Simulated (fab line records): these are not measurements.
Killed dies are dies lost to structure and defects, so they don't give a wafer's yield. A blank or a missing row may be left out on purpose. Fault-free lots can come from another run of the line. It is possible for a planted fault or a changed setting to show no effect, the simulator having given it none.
What tool caused it? -- flow sky130 -- route of 708 steps, sampled at 1 step: 12 lots, 36 wafers

WHAT THE GAUGES READ, wafer by wafer
SKY_POLY_GATE_OVL_MEAS_14.
lot,measured,on,POLY_GATE_OVL (nm)
L075,day 16 20:13,overlay-01,9 7 3
L077,day 17 07:19,overlay-02,7 -5 1
L078,day 18 01:37,overlay-01,9 4 7
L081,day 19 02:24,overlay-02,1 2 -3
L083,day 20 03:52,overlay-01,3 3 6
L087,day 25 07:31,overlay-02,4 -8 5
L086,day 25 08:15,overlay-01,8 14 8
L088,day 25 08:37,overlay-01,10 1 3
L095,day 25 08:57,overlay-01,0 0 -1
L091,day 25 09:22,overlay-02,2 1 -3
L092,day 25 09:43,overlay-02,-1 3 0
L096,day 25 10:07,overlay-01,0 7 5

TOOL THAT RAN EACH LOT (tool first, then ch and the chambers of the sampled wafers, then the start)
The record holds no process step before these readings.

THE ANSWER, worked out from the rows above alone
Rule: what is usual is taken from the lots themselves. The widest of any qualifying gaps counts: lots, ordered by their means at a reading, are off when they make up no more than a third of the lots, leave a main group of 4 or more, and stand apart from it by 3 or more times the standard deviation of that group's means. A main group is skipped when, at the precision printed for the reading in the tables above, its means are all equal. Also off: a lot with no number at a reading for which 4 or more lots have one. The other lots that the step has rows for count as sound.
Nothing can be told from this: no lot is off at any reading shown.

WHAT HAD BEEN PUT IN BY THE SIMULATOR
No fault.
